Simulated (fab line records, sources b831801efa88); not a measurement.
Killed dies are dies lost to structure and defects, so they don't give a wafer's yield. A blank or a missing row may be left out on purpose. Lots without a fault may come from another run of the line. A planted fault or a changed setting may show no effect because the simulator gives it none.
Tool commonality check | flow gf180mcu | 14 lots, 42 wafers sampled

WHY IT WAS OPENED
At GF_STI_THK_MEAS_30 the reading STI_OXIDATION_02_THK is flagged on 2 of 14 lots. Wafers without a fault read 10.00 nm, standard deviation 0.2.
Rule: a lot is flagged when every wafer of it that has a number lies more than 4 standard deviations from that mean, or none has a number. The other lots count as sound.

lot  | measured    | on            | STI_OXIDATION_02_THK (nm), wafer by wafer | flag
L389 | day 2 06:20 | film_metro-02 | 9.95 10.12 10.14                          |
L390 | day 2 12:38 | film_metro-01 | 10.00 9.77 9.87                           |
L391 | day 2 17:05 | film_metro-02 | 9.68 9.92 10.14                           |
L393 | day 3 03:41 | film_metro-02 | 10.16 9.85 10.03                          |
L394 | day 3 08:44 | film_metro-01 | 9.79 9.99 9.84                            |
L396 | day 3 17:44 | film_metro-01 | 10.11 10.07 10.02                         |
L397 | day 3 23:39 | film_metro-04 | 9.91 9.91 9.79                            |
L398 | day 4 06:01 | film_metro-04 | 9.74 10.05 9.84                           |
L399 | day 4 09:19 | film_metro-02 | 10.06 10.08 9.94                          |
L402 | day 5 02:19 | film_metro-02 | 9.66 9.61 9.53                            |
L403 | day 5 06:17 | film_metro-01 | 12.46 12.58 12.44                         | FLAGGED
L404 | day 5 10:55 | film_metro-02 | 12.63 12.76 12.60                         | FLAGGED
L410 | day 6 19:11 | film_metro-04 | 10.35 10.24 10.45                         |
L411 | day 7 01:16 | film_metro-02 | 10.25 10.42 10.17                         |
The numbers of the flagged lots are 12.58 nm on average: +2.58 nm against the usual, or +13 standard deviations.

WHICH TOOL RAN EACH LOT
The record holds 1 process step before the reading, out of a route of 602 steps. In each cell: the tool, then ch and the chambers that the sampled wafers went through, then the start.
lot  | flag    | GF_STI_OXIDATION_29
L389 |         | furnace-02 ch 0, day 2 04:55
L390 |         | furnace-02 ch 0, day 2 11:14
L391 |         | furnace-01 ch 0, day 2 15:41
L393 |         | furnace-01 ch 0, day 3 02:17
L394 |         | furnace-02 ch 0, day 3 07:20
L396 |         | furnace-02 ch 0, day 3 16:20
L397 |         | furnace-01 ch 0, day 3 22:16
L398 |         | furnace-02 ch 0, day 4 04:37
L399 |         | furnace-02 ch 0, day 4 07:56
L402 |         | furnace-01 ch 0, day 5 00:55
L403 | FLAGGED | furnace-02 ch 0, day 5 04:53
L404 | FLAGGED | furnace-02 ch 0, day 5 09:31
L410 |         | furnace-01 ch 0, day 6 17:47
L411 |         | furnace-01 ch 0, day 6 23:52
What these steps do:
- GF_STI_OXIDATION_29: stabilise 600 s, purge 300 s, target thk 10 nm.
- GF_STI_THK_MEAS_30

FLAGGED OVER TOTAL, TOOL BY TOOL (the gauges that took the reading come last)
step                | tool          | lots run | flagged | share of the flagged lots | sound lots run after its first flagged lot
GF_STI_OXIDATION_29 | furnace-01    | 6        | 0       | none                      | -
GF_STI_OXIDATION_29 | furnace-02    | 8        | 2       | all                       | 0
GF_STI_THK_MEAS_30  | film_metro-01 | 4        | 1       | some                      | 0
GF_STI_THK_MEAS_30  | film_metro-02 | 7        | 1       | some                      | 1 (L411)
GF_STI_THK_MEAS_30  | film_metro-04 | 3        | 0       | none                      | -

WHAT THE TABLE ALLOWS
1 row of the table ran every flagged lot: furnace-02 at GF_STI_OXIDATION_29.
- furnace-02 at GF_STI_OXIDATION_29: 2 of its 8 lots flagged. Its last sound lot is L399 (day 4 07:56), its first flagged lot L403 (day 5 04:53): a fault that began between those two fits. Its own readings lie more than 4 standard deviations out on every wafer of the flagged lots: spike_tc_bottom_C, spike_tc_centre_C, spike_tc_lower_C, spike_tc_top_C, spike_tc_upper_C, zone_power_lower_pct.
One tool is left: furnace-02 at GF_STI_OXIDATION_29.

WHAT THE SIMULATOR HAD PUT IN
Process parameter drift: furnace-02, from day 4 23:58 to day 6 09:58, at GF_STI_OXIDATION_29. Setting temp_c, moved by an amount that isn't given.
Lots struck among those shown: L403, L404. The rule above found the same.
